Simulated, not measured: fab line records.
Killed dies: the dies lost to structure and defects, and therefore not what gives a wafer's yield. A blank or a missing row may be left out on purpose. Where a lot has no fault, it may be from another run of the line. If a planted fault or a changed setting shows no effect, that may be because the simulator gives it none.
Comparing a struck lot with a sound one :: flow gf180mcu :: 32 steps out of a route of 602
Sound: the wafers L445.2, L445.3, L445.4. The struck wafers were L459.2, L459.3, L459.4. The cause is named last.
Order at every step that has rows: each side's tool, ch and its chambers, its first start. Under that, the readings that differ: sound wafers :: struck wafers :: difference of the means :: sigmas: that difference in standard deviations of wafers without a fault.
alike: same words and numbers on both sides, and readings whose means sit less than 2 such deviations apart. not compared: any withheld reading, any reading some wafer has no value for, any bound like >300 that may hide the same value, and any number with overlapping values for which the record gives no deviation.
The two part at a step that has a row with sigmas, a row that says differs or no value, or rows on one side only. Non-overlapping numbers with no deviation appear without sigmas and do not part them. A reading missing from all wafers of one side parts the sides only when that side holds two or more wafers.

first, 1 step without rows for these wafers: GF_HV_LDD_CVD_56 (deposits Si3N4 from DCS/NH3, target thk 90 nm, time 1543 s).
GF_HV_LDD_THK_MEAS_57:
  sound on film metro-03, day 13 03:30; struck on film metro-04, day 17 21:44
  alike: HV_LDD_CVD_56_THK
GF_HV_LDD_ETCHBACK_58: etches Si3N4 in CH3F/O2, stops on SiO2, time 100 s, target depth 90 nm.
  sound on rie diel-01 ch 1,2, day 13 03:33; struck on rie diel-01 ch 1,2,3, day 17 21:47
  alike: bias w, drypump motor current A, oes product au, throttle valve pct
  not compared: rf hours counter h
then, 7 steps without rows for these wafers: GF_NSD_DEHYDRATE_00 (time 60 s); GF_NSD_HMDS_01 (prime time 60 s); GF_NSD_COAT_02 (resist thk 1000 nm); GF_NSD_SOFTBAKE_03 (time 60 s); GF_NSD_EXPOSE_04 (exposes mask Nplus, target cd 400 nm); GF_NSD_PEB_05; GF_NSD_DEVELOP_06 (develop time 58.04 s).
GF_NSD_CD_MEAS_07: target cd 400 nm.
  sound on cd sem-01, day 13 23:44; struck on cd sem-01, day 18 21:52
  alike: cd nm
GF_NSD_OVL_MEAS_08:
  sound on overlay-02, day 13 23:50; struck on overlay-01, day 18 21:59
  alike: NSD_OVL
GF_NSD_IMPLANT_09:
  sound on implanter-03 ch 0, day 13 23:53; struck on implanter-03 ch 0, day 18 22:02
reading: implant ion amu
sound: 75 75 75
struck: 49 49 49
difference: -26
sigmas: 

reading: model.implant.rp nm (nm)
sound: 37.18 37.18 37.18
struck: 44.57 44.57 44.57
difference: +7.39
sigmas: 

reading: model.implant.drp nm (nm)
sound: 16.15 16.15 16.15
struck: 21.23 21.23 21.23
difference: +5.08
sigmas: 
next, for these wafers, 1 step has no rows: GF_NSD_IMPLANT_10.
GF_NSD_STRIP_11: strips in O2/N2.
  sound on plasma asher-02 ch 0,1, day 14 00:10; struck on plasma asher-02 ch 0,1, day 18 22:19
reading: strip time to endpoint s (s)
sound: 22.98 22.96 22.99
struck: 23.73 23.72 23.75
difference: +0.76
sigmas: +23
  alike: drypump motor current A, heater power w, o2 flow sccm, oes product au
  not compared: rf hours counter h
GF_NSD_TW_MEAS_12:
  sound on film metro-01, day 14 00:17; struck on film metro-02, day 18 22:25
  alike: NSD_TW
then, 7 steps without rows for these wafers: GF_PSD_DEHYDRATE_00 (time 60 s); GF_PSD_HMDS_01 (prime time 60 s); GF_PSD_COAT_02 (resist thk 1000 nm); GF_PSD_SOFTBAKE_03 (time 60 s); GF_PSD_EXPOSE_04 (exposes mask Pplus, target cd 400 nm); GF_PSD_PEB_05; GF_PSD_DEVELOP_06 (develop time 60 s).
GF_PSD_CD_MEAS_07: target cd 400 nm.
  sound on cd sem-02, day 14 21:08; struck on cd sem-01, day 19 22:35
  alike: cd nm
GF_PSD_OVL_MEAS_08:
  sound on overlay-02, day 14 21:15; struck on overlay-02, day 19 22:41
  alike: PSD_OVL
next, for these wafers, 1 step has no rows: GF_PSD_IMPLANT_09.
GF_PSD_STRIP_10: strips in O2/N2.
  sound on plasma asher-02 ch 0,1, day 14 21:26; struck on plasma asher-02 ch 0,1, day 19 22:52
  alike: drypump motor current A, heater power w, o2 flow sccm, oes product au, strip time to endpoint s
  not compared: rf hours counter h
GF_PSD_TW_MEAS_11:
  sound on film metro-02, day 14 21:32; struck on film metro-02, day 19 22:59
  alike: PSD_TW
then, 1 step without rows for these wafers: GF_PSD_CLEAN_12 (cleans in SC1/SC2, time 150 s).
GF_PSD_RTA_13: time 20 s.
  sound on rtp anneal-01 ch 0, day 14 21:40; struck on rtp anneal-02 ch 0, day 19 23:05
reading: lamp power pct (%)
sound: 29.4 29.5 29.4
struck: 35.2 35.2 35.2
difference: +5.8
sigmas: +2

reading: wafer_temp_C_max
sound: 1029.6 1030.3 1030.1
struck: 1031.9 1032.5 1035.1
difference: +3.2
sigmas: +2
GF_PSD_RS_MEAS_14: a four-point-probe measurement.
  sound on film metro-02, day 14 21:45; struck on film metro-01, day 19 23:11
reading: NSD_RS (ohm/sq)
sound: 46.20 46.24 46.21
struck: - - -
difference: no value on the struck wafers
sigmas: 
GF_PSD_RS_MEAS_15: a four-point-probe measurement.
  sound on film metro-02, day 14 21:52; struck on film metro-01, day 19 23:18
  alike: PSD_RS

## WHERE THEY PART
At GF_NSD_STRIP_11 first; at GF_PSD_RS_MEAS_14 last (within this record only). Later steps at which nothing parts them and some readings are alike: GF_PSD_RS_MEAS_15.

WHY: what the simulator had put in
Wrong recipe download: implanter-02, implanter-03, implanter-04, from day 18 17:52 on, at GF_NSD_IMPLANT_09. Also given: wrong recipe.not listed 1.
